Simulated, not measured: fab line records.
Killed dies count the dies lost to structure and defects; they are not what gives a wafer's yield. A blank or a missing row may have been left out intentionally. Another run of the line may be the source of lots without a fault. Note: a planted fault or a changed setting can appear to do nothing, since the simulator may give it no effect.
Struck lot and sound lot, side by side :: flow sky130 :: 28 steps out of a route of 708
Sound: wafers L832.2, L832.4, L832.6. Struck: wafer L842.6. (L842.2, L842.5 of the same lot were not struck and are left out.) The cause comes at the end.
For every step that has rows: the tool of each side, followed by ch and its chambers, followed by its first start. Under that, the readings that differ: sound wafers :: struck wafers :: difference of the means :: sigmas: that difference in standard deviations of wafers without a fault.
alike: a reading whose means differ by less than 2 such deviations, as well as words and numbers matching on both sides. not compared: withheld readings; readings where some wafer has no value; bounds like >300 that might hide an equal value; numbers whose values overlap and for which the record gives no deviation.
A row with sigmas, a row that says differs or no value, or rows on one side alone: a step with any of these is where the two part. Numbers that have no deviation but don't overlap get no sigmas and don't part them. A reading that every wafer of one side lacks parts them only if that side has two wafers or more.

first, 4 steps without rows for these wafers: SKY_VIA4_STRIP_14 (strips in post etch residue remover, time 1200 s); SKY_VIA4_CLEAN_15 (cleans in IPA, time 180 s); SKY_VIA4_CLEAN_16 (cleans in O3/DIW); SKY_VIA4_SPUTTER_17 (material TiN, target thk 20 nm, time 80 s).
SKY_VIA4_CVD_18: deposits W, target thk 505 nm, time 152.14 s.
  sound on cvd-w-02 ch 0, day 44 03:10; struck on cvd-w-01 ch 1, day 46 20:38
  alike: heater-power-w, susceptor-temp-C
SKY_VIA4_RS_MEAS_19: measurement is done with a four-point probe.
  sound on film-metro-03, day 44 03:20; struck on film-metro-01, day 46 20:48
reading: VIA4_W_RS (ohm/sq)
sound: 0.2240 0.2262 0.2223
struck: 0.2317
difference: +0.0075
sigmas: +3
SKY_VIA4_THK_MEAS_20: measures by xrf.
  sound on film-metro-03, day 44 03:26; struck on film-metro-01, day 46 20:55
  alike: VIA4_W_THK
SKY_VIA4_CMP_21: polishes, stops on SiO2, t overpolish 25 s, target thk 0 nm.
  sound on cmp-01 ch 1,2,3, day 44 03:35; struck on cmp-02 ch 2, day 46 21:01
reading: motor-current-A (A)
sound: 10.3 10.6 10.7
struck: 12.8
difference: +2.3
sigmas: +2

reading: overpolish-run-s (s)
sound: 24.995 24.997 24.985
struck: 25.015
difference: +0.023
sigmas: +3
  alike: time-to-endpoint-s
then, 1 step without rows for these wafers: SKY_METAL5_SPUTTER_00 (material Ti, target thk 15 nm, time 10 s).
SKY_METAL5_SPUTTER_01: material TiN, target thk 20 nm, time 16.7 s.
  sound on pvd-sputter-02, day 44 03:49; struck on pvd-sputter-02, day 46 21:17
  alike: throttle-valve-pct
then, 2 steps without rows for these wafers: SKY_METAL5_SPUTTER_02 (material AlCu, target thk 1150 nm, time 61.2 s); SKY_METAL5_SPUTTER_03 (material Ti, target thk 5 nm, time 3.3 s).
SKY_METAL5_SPUTTER_04: material TiN, target thk 70 nm, time 58.3 s.
  sound on pvd-sputter-02, day 44 03:55; struck on pvd-sputter-02, day 46 21:23
reading: model.TiN_of_METAL5_SPUTTER_04.thk-nm (nm)
sound: 69.98 70.53 70.03
struck: 93.01
difference: +22.83
sigmas: 
  alike: throttle-valve-pct
SKY_METAL5_RS_MEAS_05: measurement is done with a four-point probe.
  sound on film-metro-01, day 44 03:59; struck on film-metro-01, day 46 21:27
  alike: METAL5_ALCU_RS
SKY_METAL5_THK_MEAS_06: measures by xrf.
  sound on film-metro-01, day 44 04:05; struck on film-metro-01, day 46 21:34
reading: METAL5_ALCU_THK (nm)
sound: 1118 1133 1125
struck: 1083
difference: -42
sigmas: -3
then, 7 steps without rows for these wafers: SKY_METAL5_DEHYDRATE_07 (time 60 s); SKY_METAL5_HMDS_08 (prime time 60 s); SKY_METAL5_COAT_09 (resist thk 1800 nm); SKY_METAL5_SOFTBAKE_10 (time 60 s); SKY_METAL5_EXPOSE_11 (exposes mask MM5, target cd 1600 nm); SKY_METAL5_PEB_12; SKY_METAL5_DEVELOP_13 (develop time 60 s).
SKY_METAL5_DESCUM_14: chemistry O2, time 11 s.
  sound on rie-metal-04 ch 0,1, day 45 00:53; struck on rie-metal-02 ch 1, day 47 16:37
reading: drypump-motor-current-A (A)
sound: 5.0 5.0 5.5
struck: 6.2
difference: +1.0
sigmas: +2
  alike: oes-product-au
  not compared: rf-hours-counter-h
SKY_METAL5_METAL_ETCH_15: etches the open film in Cl2/BCl3, stops on SiO2, target depth 1260 nm, time 252 s.
  sound on rie-metal-04 ch 0,1, day 45 00:55; struck on rie-metal-02 ch 1, day 47 16:45
reading: drypump-motor-current-A (A)
sound: 5.0 5.0 5.5
struck: 6.2
difference: +1.0
sigmas: +2
  alike: oes-product-au, throttle-valve-pct
  not compared: rf-hours-counter-h
then, 1 step without rows for these wafers: SKY_METAL5_STRIP_16 (strips in O2/N2).
SKY_METAL5_STRIP_17: strips in post etch residue remover, time 1200 s.
  sound on wet-bench-04 ch 1, day 45 01:15; struck on wet-bench-01 ch 3, day 47 17:14
reading: model.TiN_of_METAL5_SPUTTER_04.thk-nm (nm)
sound: 69.57 70.11 69.61
struck: 92.59
difference: +22.83
sigmas: 
then, 1 step without rows for these wafers: SKY_METAL5_CLEAN_18 (cleans in IPA, time 180 s).
SKY_PAD_OPEN_PROBE_99:
  rows exist in the record for the sound wafers here (prober-02, day 46 21:51), none for the struck ones

== WHERE THEY PART ==
Last at SKY_PAD_OPEN_PROBE_99 as far as this record goes, first at SKY_VIA4_RS_MEAS_19.

WHY: what the simulator had put in
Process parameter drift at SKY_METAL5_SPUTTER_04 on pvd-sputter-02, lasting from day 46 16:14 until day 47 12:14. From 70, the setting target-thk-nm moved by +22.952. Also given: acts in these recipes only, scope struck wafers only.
